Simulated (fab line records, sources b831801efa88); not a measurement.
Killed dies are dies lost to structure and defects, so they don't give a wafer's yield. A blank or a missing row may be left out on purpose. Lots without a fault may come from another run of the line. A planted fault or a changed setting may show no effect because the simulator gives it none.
One fault seen from 2 desks | flow sky130 | each desk has only its own numbers; what lay behind them comes last

THE TOOL OWNER'S DESK: implanter-04
The tool's own readings at SKY_GATE_OXIDE_IMPLANT_11: means of the sampled wafers that have a number, for each lot that ran on this tool. A lot is out of limits, marked OUT, if its mean lies more than 4 standard deviations from the usual mean; the brackets give that distance.
Columns: A = dose_ions_cm2 at SKY_GATE_OXIDE_IMPLANT_11, usual 2.5995e+12; B = faraday_current_uA at SKY_GATE_OXIDE_IMPLANT_11, usual 14.72
lot  | first seen here | A                            | B
L941 | day 14 01:16    | 2.5978e+12                   | 14.47
L943 | day 14 21:23    | 2.5980e+12                   | 14.87
L946 | day 15 22:58    | 2.6000e+12                   | 14.66
L947 | day 16 03:26    | 2.6010e+12                   | 14.54
L949 | day 17 23:14    | 1.7138e+12 (-99 or more) OUT | 9.77 (-18) OUT
L953 | day 18 13:28    | 1.7132e+12 (-99 or more) OUT | 9.84 (-18) OUT
This desk's finding: out of limits on L949, L953; first on L949, day 17 23:14 (dose_ions_cm2 at SKY_GATE_OXIDE_IMPLANT_11). In limits: L941, L943, L946, L947.

THE METROLOGY DESK
What the gauges read, lot by lot, whatever tool the lot ran on: means of the sampled wafers that have a number. A lot is out of limits, marked OUT, if its mean lies more than 4 standard deviations from the usual mean; the brackets give that distance.
Columns: A = GATE_OXIDE_TW at SKY_GATE_OXIDE_TW_MEAS_14, usual 224.8; B = CONTACT_W_RS at SKY_CONTACT_RS_MEAS_25, usual 0.339 ohm/sq; C = CONTACT_W_THK at SKY_CONTACT_THK_MEAS_26, usual 332 nm
lot  | first seen here | A               | B     | C
L941 | day 14 01:37    | 225.9           | 0.339 | 335
L943 | day 14 21:43    | 223.8           | 0.338 | 333
L944 | day 15 03:52    | 225.7           | 0.338 | 335
L946 | day 15 23:18    | 225.0           | 0.339 | 330
L947 | day 16 03:45    | 223.9           | 0.334 | 338
L949 | day 17 23:35    | 200.2 (-25) OUT | 0.334 | 338
L953 | day 18 13:49    | 200.2 (-25) OUT | 0.337 | 341
L952 | day 18 14:23    | 224.8           | 0.343 | 329
L961 | day 21 09:58    | 224.3           | 0.339 | 331
L962 | day 21 19:08    | 225.6           | 0.346 | 322
L963 | day 21 23:28    | 223.6           | 0.345 | 329
L964 | day 22 08:04    | 225.8           | 0.338 | 333
This desk's finding: out of limits on L949, L953; first on L949, day 17 23:35 (GATE_OXIDE_TW at SKY_GATE_OXIDE_TW_MEAS_14). In limits: L941, L943, L944, L946, L947, L952, L961, L962, L963, L964.

PUT TOGETHER
The tool owner's desk could have raised an alarm at day 17 23:14, on L949, L953.
The metrology desk could have raised an alarm at day 17 23:35, on L949, L953.
Of the lots named, all ran SKY_GATE_OXIDE_IMPLANT_11 on implanter-04.

WHAT THE SIMULATOR HAD PUT IN
Process parameter drift: implanter-04, from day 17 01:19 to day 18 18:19, at SKY_GATE_OXIDE_IMPLANT_11. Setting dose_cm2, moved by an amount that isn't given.
Lots struck among those shown: L949, L953.
Hours from the fault's start to each desk's first reading out of limits: the tool owner's desk, 22; the metrology desk, 22.
